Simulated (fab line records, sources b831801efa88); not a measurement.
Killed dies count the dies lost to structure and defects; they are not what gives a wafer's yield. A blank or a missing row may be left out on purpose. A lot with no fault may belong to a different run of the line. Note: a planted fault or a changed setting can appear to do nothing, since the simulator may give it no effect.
A struck lot beside a sound one / flow sky130 / 17 steps out of a route of 708
Sound: wafers L481.2, L481.3, L481.6. Struck: wafer L473.3 (left out: L473.4, L473.6 of the same lot, which were not struck); the cause appears at the end.
Each step with rows lists, per side, the tool, then ch with its chambers, then its first start. Under that, the readings that differ: sound wafers / struck wafers / difference of the means / sigmas: that difference in standard deviations of wafers without a fault.
alike: same words and numbers on both sides, and readings whose means sit less than 2 such deviations apart. not compared: any withheld reading, any reading some wafer has no value for, any bound like >300 that may hide the same value, and any number with overlapping values for which the record gives no deviation.
The two part at a step that has a row with sigmas, a row that says differs or no value, or rows on one side only. Non-overlapping numbers with no deviation appear without sigmas and do not part them. A reading that every wafer of one side lacks parts them only if that side has two wafers or more.

first, 3 steps without rows for these wafers: SKY_LI_CONTACT_EXPOSE_09 (exposes mask LICM1, target cd 170 nm); SKY_LI_CONTACT_PEB_10; SKY_LI_CONTACT_DEVELOP_11 (develop time 60 s).
SKY_LI_CONTACT_CD_MEAS_12: target cd 170 nm.
  sound on cd-sem-01 at day 34 00:16; struck on cd-sem-01 at day 31 08:08
reading=cd-nm (nm); sound=168.3 167.7 168.4; struck=171.6; difference=+3.5; sigmas=+2
SKY_LI_CONTACT_OVL_MEAS_13:
  sound on overlay-01 at day 34 00:22; struck on overlay-02 at day 31 08:14
  alike: LI_CONTACT_OVL
SKY_LI_CONTACT_ETCH_14: etches BARC in N2/H2, stops on SiO2, time 45.9 s, target depth 60 nm.
  sound on rie-diel-03 ch 0,1,3, day 34 00:24; struck on rie-diel-02 ch 2, day 31 08:15
  alike: drypump-motor-current-A, oes-product-au, throttle-valve-pct
  not compared: rf-hours-counter-h
SKY_LI_CONTACT_ETCH_15: etches PSG in C4F8/O2/Ar, stops on Si, target depth 600 nm.
  sound on rie-diel-03 ch 0,1,3, day 34 00:26; struck on rie-diel-02 ch 2, day 31 08:17
  alike: oes-product-au
SKY_LI_CONTACT_STRIP_16: strips in O2/N2.
  sound on plasma-asher-02 ch 0,1, day 34 00:32; struck on plasma-asher-03 ch 0, day 31 08:25
reading=drypump-motor-current-A (A); sound=5.8 6.1 6.1; struck=4.9; difference=-1.1; sigmas=-3
reading=oes-product-au (a.u.); sound=0.378 0.379 0.378; struck=0.368; difference=-0.010; sigmas=-2
  alike: strip-time-to-endpoint-s
  not compared: rf-hours-counter-h
then, 2 steps without rows for these wafers: SKY_LI_CONTACT_CLEAN_17 (cleans in NMP, time 600 s); SKY_LI_CONTACT_PRE_CLEAN_18 (time 5.6 s).
SKY_LI_CONTACT_SPUTTER_19: material Ti, target thk 20 nm, time 106.37 s.
  sound on pvd-sputter-04 at day 34 00:49; struck on pvd-sputter-01 at day 31 08:41
  alike: throttle-valve-pct
then, 1 step without rows for these wafers: SKY_LI_CONTACT_SPUTTER_20 (material TiN, target thk 20 nm, time 80 s).
SKY_LI_CONTACT_CVD_21: deposits W, target thk 400 nm, time 120.56 s.
  sound on cvd-w-02 ch 0,1, day 34 00:58; struck on cvd-w-01 ch 0, day 31 08:52
reading=susceptor-temp-C (C); sound=400.10 399.87 399.98; struck=403.21; difference=+3.23; sigmas=+13
reading=model.W_of_LI_CONTACT_CVD_21.thk-nm (nm); sound=396.9 408.4 389.2; struck=420.5; difference=+22.3; sigmas=
  alike: heater-power-w
SKY_LI_CONTACT_RS_MEAS_22: measurement is done with a four-point probe.
  sound on film-metro-04 at day 34 01:06; struck on film-metro-04 at day 31 08:59
reading=LI_CONTACT_W_RS (ohm/sq); sound=0.287 0.279 0.293; struck=0.271; difference=-0.015; sigmas=-4
SKY_LI_CONTACT_THK_MEAS_23: measures by xrf.
  sound on film-metro-04 at day 34 01:13; struck on film-metro-04 at day 31 09:05
  alike: LI_CONTACT_W_THK
SKY_LI_CONTACT_CMP_24: polishes, stops on PSG, t overpolish 20 s, target thk 0 nm.
  sound on cmp-01 ch 2,3, day 34 01:32; struck on cmp-02 ch 0, day 31 09:08
reading=motor-current-A (A); sound=12.0 12.3 12.7; struck=10.2; difference=-2.1; sigmas=-2
  alike: platen-rpm
-- here the record skips 16 days between the struck wafers' starts before and after, leaving off in module LI_CONTACT and picking up in module PAD_OPEN (first step shown: number 708 of the route) --
SKY_PAD_OPEN_PROBE_99:
  sound on prober-01 at day 49 06:22; struck on prober-02 at day 47 09:19
  alike: killed_at_M0_to_M3, killed_at_M4_up, killed-at-contacts, killed-at-front-end, killed-at-other, killed-dies, killed-open, killed-short

== WHERE THEY PART ==
First at SKY_LI_CONTACT_CD_MEAS_12; last, within this record, at SKY_LI_CONTACT_CMP_24. Later steps at which nothing parts them and some readings are alike: SKY_PAD_OPEN_PROBE_99.

WHY: the cause the simulator had injected
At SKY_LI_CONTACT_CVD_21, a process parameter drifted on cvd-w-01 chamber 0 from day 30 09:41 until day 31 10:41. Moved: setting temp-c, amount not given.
